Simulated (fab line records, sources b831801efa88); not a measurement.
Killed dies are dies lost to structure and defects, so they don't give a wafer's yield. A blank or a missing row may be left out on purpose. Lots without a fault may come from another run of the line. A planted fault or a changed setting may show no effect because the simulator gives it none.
Tool commonality check | flow gf180mcu | 13 lots, 39 wafers sampled

WHY IT WAS OPENED
At GF_VT_IMPLANT_RS_MEAS_49 the reading MVPSD_RS is flagged on 2 of 13 lots. Wafers without a fault read 1179.1 ohm/sq, standard deviation 2.7.
Rule: a lot is flagged when every wafer of it that has a number lies more than 4 standard deviations from that mean, or none has a number. The other lots count as sound.

lot  | measured     | on            | MVPSD_RS (ohm/sq), wafer by wafer | flag
L574 | day 7 13:04  | film_metro-04 | 1177.0 1180.6 1180.6              |
L575 | day 7 17:52  | film_metro-01 | 1179.9 1183.7 1180.1              |
L576 | day 8 07:14  | film_metro-01 | 1182.6 1181.6 1180.5              |
L578 | day 8 17:43  | film_metro-02 | 1174.9 1175.4 1178.1              |
L579 | day 8 23:26  | film_metro-01 | 1182.8 1181.1 1179.9              |
L580 | day 9 05:13  | film_metro-02 | 1176.2 1178.2 1175.1              |
L581 | day 9 14:37  | film_metro-01 | 1180.7 1174.8 1180.2              |
L582 | day 9 19:33  | film_metro-01 | 1179.2 1177.5 1176.2              |
L583 | day 10 02:40 | film_metro-04 | 1179.7 1179.3 1178.7              |
L584 | day 10 08:49 | film_metro-02 | 1178.1 1176.6 1178.2              |
L590 | day 12 04:53 | film_metro-04 | 1233.4 1231.4 1228.4              | FLAGGED
L591 | day 12 10:42 | film_metro-01 | 1228.6 1230.1 1230.7              | FLAGGED
L597 | day 14 04:16 | film_metro-02 | 1181.0 1180.1 1177.0              |
The numbers of the flagged lots are 1230.4 ohm/sq on average: +51.3 ohm/sq against the usual, or +19 standard deviations.

WHICH TOOL RAN EACH LOT
The record holds 2 process steps before the reading, out of a route of 602 steps. In each cell: the tool, then ch and the chambers that the sampled wafers went through, then the start.
lot  | flag    | GF_MVPSD_IMPLANT_09             | GF_VT_IMPLANT_STRIP_31
L574 |         | implanter-04 ch 0, day 5 00:22  | plasma_asher-01 ch 0,1, day 6 20:58
L575 |         | implanter-03 ch 0, day 5 05:08  | plasma_asher-02 ch 0,1, day 7 02:07
L576 |         | implanter-01 ch 0, day 5 16:01  | plasma_asher-02 ch 0,1, day 7 14:22
L578 |         | implanter-04 ch 0, day 6 01:25  | plasma_asher-03 ch 0,1, day 8 00:23
L579 |         | implanter-03 ch 0, day 6 06:11  | plasma_asher-02 ch 0,1, day 8 05:58
L580 |         | implanter-03 ch 0, day 6 11:32  | plasma_asher-02 ch 0,1, day 8 11:44
L581 |         | implanter-04 ch 0, day 6 19:34  | plasma_asher-01 ch 0,1, day 8 20:53
L582 |         | implanter-03 ch 0, day 6 23:52  | plasma_asher-02 ch 0,1, day 9 01:53
L583 |         | implanter-03 ch 0, day 7 06:52  | plasma_asher-01 ch 1, day 9 08:25
L584 |         | implanter-01 ch 0, day 7 12:32  | plasma_asher-02 ch 0,1, day 9 14:32
L590 | FLAGGED | implanter-03 ch 0, day 9 02:53  | plasma_asher-03 ch 0,1, day 11 08:35
L591 | FLAGGED | implanter-03 ch 0, day 9 08:17  | plasma_asher-02 ch 0,1, day 11 14:47
L597 |         | implanter-01 ch 0, day 10 20:56 | plasma_asher-03 ch 1, day 13 06:49
What these steps do:
- GF_MVPSD_IMPLANT_09
- GF_VT_IMPLANT_STRIP_31: strips in O2/N2.
- GF_VT_IMPLANT_RS_MEAS_49: measures by four-point-probe.

FLAGGED OVER TOTAL, TOOL BY TOOL (the gauges that took the reading come last)
step                     | tool            | lots run | flagged | share of the flagged lots | sound lots run after its first flagged lot
GF_MVPSD_IMPLANT_09      | implanter-01    | 3        | 0       | none                      | -
GF_MVPSD_IMPLANT_09      | implanter-03    | 7        | 2       | all                       | 0
GF_MVPSD_IMPLANT_09      | implanter-04    | 3        | 0       | none                      | -
GF_VT_IMPLANT_STRIP_31   | plasma_asher-01 | 3        | 0       | none                      | -
GF_VT_IMPLANT_STRIP_31   | plasma_asher-02 | 7        | 1       | some                      | 0
GF_VT_IMPLANT_STRIP_31   | plasma_asher-03 | 3        | 1       | some                      | 1 (L597)
GF_VT_IMPLANT_RS_MEAS_49 | film_metro-01   | 6        | 1       | some                      | 0
GF_VT_IMPLANT_RS_MEAS_49 | film_metro-02   | 4        | 0       | none                      | -
GF_VT_IMPLANT_RS_MEAS_49 | film_metro-04   | 3        | 1       | some                      | 0

WHAT THE TABLE ALLOWS
1 row of the table ran every flagged lot: implanter-03 at GF_MVPSD_IMPLANT_09.
- implanter-03 at GF_MVPSD_IMPLANT_09: 2 of its 7 lots flagged. Its last sound lot is L583 (day 7 06:52), its first flagged lot L590 (day 9 02:53): a fault that began between those two fits.
One tool is left: implanter-03 at GF_MVPSD_IMPLANT_09.

WHAT THE SIMULATOR HAD PUT IN
Process parameter drift: implanter-03, from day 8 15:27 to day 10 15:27, at GF_MVPSD_IMPLANT_09. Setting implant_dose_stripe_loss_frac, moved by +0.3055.
Lots struck among those shown: L590, L591. The rule above found the same.
